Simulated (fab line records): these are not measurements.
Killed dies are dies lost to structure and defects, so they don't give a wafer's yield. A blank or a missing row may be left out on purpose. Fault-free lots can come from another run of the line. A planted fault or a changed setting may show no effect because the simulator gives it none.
A struck lot beside a sound one + flow sky130 + 16 steps out of a route of 708
Sound: wafers L113.2, L113.4, L113.5. Struck: wafers L120.3, L120.5, L120.6. The cause comes at the end.
For every step that has rows: the tool of each side, followed by ch and its chambers, followed by its first start. Under that, the readings that differ: sound wafers + struck wafers + difference of the means + sigmas: that difference in standard deviations of wafers without a fault.
alike: a reading whose means differ by less than 2 such deviations, as well as words and numbers matching on both sides. not compared: withheld readings; readings where some wafer has no value; bounds like >300 that might hide an equal value; numbers whose values overlap and for which the record gives no deviation.
Wherever a step has rows on one side only, a row that says differs or no value, or a row with sigmas, the two part there. When numbers do not overlap yet have no deviation, they are printed without sigmas and do not part them. Lack of a reading on every wafer of one side parts them only where that side has two or more wafers.

first, 3 steps without rows for these wafers: SKY_SONOS_TUNNEL_EXPOSE_04 (exposes mask TUNM, target cd 410 nm); SKY_SONOS_TUNNEL_PEB_05; SKY_SONOS_TUNNEL_DEVELOP_06 (develop time 60 s).
SKY_SONOS_TUNNEL_CD_MEAS_07 targets a cd of 410 nm.
  sound on cd sem-02, day 13 09:53; struck on cd sem-02, day 16 03:01
| reading    | sound             | struck            | difference | sigmas |
|------------|-------------------|-------------------|------------|--------|
| cd nm (nm) | 409.6 412.2 411.9 | 405.2 402.5 403.8 | -7.4       | -3     |
SKY_SONOS_TUNNEL_OVL_MEAS_08:
  sound on overlay-02, day 13 09:59; struck on overlay-02, day 16 03:06
  alike: SONOS_TUNNEL_OVL
then, 3 steps without rows for these wafers: SKY_SONOS_TUNNEL_IMPLANT_09; SKY_SONOS_TUNNEL_WET_ETCH_10 (etches SiO2 in dHF, target depth 14 nm, time 280 s); SKY_SONOS_TUNNEL_STRIP_11 (strips in SPM, time 600 s).
SKY_SONOS_TUNNEL_TW_MEAS_12:
  sound on film metro-04, day 13 10:26; struck on film metro-04, day 16 03:33
  alike: SONOS_TUNNEL_TW
then, 2 steps without rows for these wafers: SKY_SONOS_TUNNEL_CLEAN_13 (cleans in dHF, time 20 s); SKY_SONOS_ONO_OXIDATION_00 (stabilise 600 s, purge 300 s, target thk 2.6 nm).
SKY_SONOS_ONO_THK_MEAS_01:
  sound on film metro-03, day 13 12:29; struck on film metro-03, day 16 04:59
  alike: SONOS_ONO_OXIDATION_THK
SKY_SONOS_ONO_CVD_02: deposits Si3N4 from DCS/NH3, target thk 10.5 nm, time 180 s.
  sound on lpcvd-02 ch 1, day 13 12:32; struck on lpcvd-02 ch 1, day 16 20:38
| reading                                     | sound            | struck            | difference | sigmas |
|---------------------------------------------|------------------|-------------------|------------|--------|
| model.Si3N4_of_SONOS_ONO_CVD_02.thk nm (nm) | 10.58 10.6 10.48 | 8.199 8.198 8.181 | -2.361     |        |
SKY_SONOS_ONO_THK_MEAS_03:
  sound on film metro-02, day 13 13:35; struck on film metro-03, day 16 21:43
| reading                   | sound             | struck         | difference | sigmas |
|---------------------------|-------------------|----------------|------------|--------|
| SONOS_ONO_CVD_02_THK (nm) | 10.57 10.59 10.47 | 8.24 8.20 8.15 | -2.35      | -18    |
then, 1 step without rows for these wafers: SKY_SONOS_ONO_CVD_04 (deposits SiO2 from SiH4/N2O, target thk 5.7199 nm).
-- here the record skips 33 days between the struck wafers' starts before and after, leaving off in module SONOS_ONO and picking up in module PAD_OPEN (first step shown: number 708 of the route) --
SKY_PAD_OPEN_PROBE_99:
  sound on prober-02, day 47 11:07; struck on prober-02, day 49 23:17
| reading                                 | sound                   | struck                 | difference | sigmas |
|-----------------------------------------|-------------------------|------------------------|------------|--------|
| killed at contacts                      | 35 31 31                | 14 25 24               | -11        | -2     |
| model.etest.sonos erased.drive ua um    | 187.1 169.9 169.6       | 209.8 225.8 235.2      | +48.1      |        |
| model.etest.sonos uncharged.r on ohm um | 812 804.8 838.6         | 758 733 764.5          | -67        |        |
| model.etest.cap ono.gate log10 a cm2    | -7.874 -7.858 -7.923    | -6.239 -6.184 -6.087   | +1.715     |        |
| model.etest.cap ono.gate bv v (V)       | 16.36 16.23 16.15       | 14.88 14.48 14.91      | -1.49      |        |
| model.etest.cap ono.tox acc nm (nm)     | 12.84 12.8 12.85        | 11.53 11.52 11.45      | -1.33      |        |
| model.etest.sonos programmed.vt v (V)   | 1.44 1.494 1.44         | 1.86 1.82 1.859        | +0.39      |        |
| model.etest.sonos erased.vt v (V)       | -2.302 -2.282 -2.273    | -2.502 -2.503 -2.534   | -0.227     |        |
| model.etest.sonos baked.vt less v (V)   | -0.4929 -0.5474 -0.4528 | -0.7462 -0.7083 -0.724 | -0.2285    |        |
  alike: killed_at_M0_to_M3, killed_at_M4_up, killed at front end, killed at other, killed dies, killed open, killed short

== WHERE THEY PART ==
First at SKY_SONOS_TUNNEL_CD_MEAS_07; last, within this record, at SKY_PAD_OPEN_PROBE_99.

WHY: whatever the simulator had introduced
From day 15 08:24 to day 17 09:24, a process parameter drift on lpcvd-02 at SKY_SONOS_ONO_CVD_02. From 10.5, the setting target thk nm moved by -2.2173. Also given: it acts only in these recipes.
